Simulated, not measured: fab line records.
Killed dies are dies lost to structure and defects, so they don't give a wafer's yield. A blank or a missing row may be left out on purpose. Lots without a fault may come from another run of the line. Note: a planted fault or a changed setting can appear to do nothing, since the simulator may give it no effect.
Comparing a struck lot with a sound one / flow sky130 / 14 steps out of a route of 708
Sound: wafers L305.1, L305.4, L305.5. The struck wafers were L312.4, L312.5, L312.6. At the end, the cause is stated.
For every step that has rows: the tool of each side, followed by ch and its chambers, followed by its first start. Under that, the readings that differ: sound wafers / struck wafers / difference of the means / sigmas: that difference in standard deviations of wafers without a fault.
alike: a reading whose means differ by less than 2 such deviations, as well as words and numbers matching on both sides. not compared: withheld readings; readings where some wafer has no value; bounds like >300 that might hide an equal value; numbers whose values overlap and for which the record gives no deviation.
The two part at a step that has a row with sigmas, a row that says differs or no value, or rows on one side only. Numbers that have no deviation but don't overlap get no sigmas and don't part them. Lack of a reading on every wafer of one side parts them only where that side has two or more wafers.

first, 1 step without rows for these wafers: SKY_VT_ADJUST_HVTP_DEVELOP_06 (develop time 60 s).
SKY_VT_ADJUST_HVTP_CD_MEAS_07: target cd 380 nm.
  sound: cd-sem-01 at day 8 20:22; struck: cd-sem-02 at day 10 23:39
  alike: cd-nm
SKY_VT_ADJUST_HVTP_OVL_MEAS_08:
  sound: overlay-02 at day 8 20:29; struck: overlay-01 at day 10 23:44
  alike: VT_ADJUST_HVTP_OVL
next, for these wafers, 1 step has no rows: SKY_VT_ADJUST_HVTP_IMPLANT_09.
SKY_VT_ADJUST_HVTP_STRIP_10: strips in O2/N2.
  sound on plasma-asher-04 ch 0, day 8 20:40; struck on plasma-asher-04 ch 0,1, day 10 23:56
  alike: drypump-motor-current-A, o2-flow-sccm, oes-product-au, strip-time-to-endpoint-s
  not compared: rf-hours-counter-h
SKY_VT_ADJUST_HVTP_TW_MEAS_11:
  sound: film-metro-04 at day 8 20:46; struck: film-metro-03 at day 11 00:02
  alike: VT_ADJUST_HVTP_TW
then, 6 steps without rows for these wafers: SKY_VT_ADJUST_LVTN_DEHYDRATE_00 (time 60 s); SKY_VT_ADJUST_LVTN_HMDS_01 (prime time 60 s); SKY_VT_ADJUST_LVTN_COAT_02 (resist thk 3000 nm); SKY_VT_ADJUST_LVTN_SOFTBAKE_03; SKY_VT_ADJUST_LVTN_EXPOSE_04 (exposes mask NWM COMPLEMENT LESS NATIVE, target cd 840 nm); SKY_VT_ADJUST_LVTN_PEB_05.
SKY_VT_ADJUST_LVTN_DEVELOP_06: develop time 60 s.
  struck on litho-track-02, day 11 23:00; sound on litho-track-04 ch 0, day 9 18:00
  no value came back on the struck wafers for chill-plate-temp-C (C), develop-time-s (s); on the sound wafers chill-plate-temp-C (C) reads 23.13 23.02 23.10
SKY_VT_ADJUST_LVTN_OVL_MEAS_07:
  sound: overlay-02 at day 9 19:04; struck: overlay-01 at day 11 23:55
reading=VT_ADJUST_LVTN_OVL (nm); sound=0.8 0.6 0.5; struck=- - -; difference=no value on the struck wafers; sigmas=

## WHERE THEY PART
Earliest at SKY_VT_ADJUST_LVTN_DEVELOP_06; latest, in this record, at SKY_VT_ADJUST_LVTN_OVL_MEAS_07.

WHY: the cause the simulator had injected
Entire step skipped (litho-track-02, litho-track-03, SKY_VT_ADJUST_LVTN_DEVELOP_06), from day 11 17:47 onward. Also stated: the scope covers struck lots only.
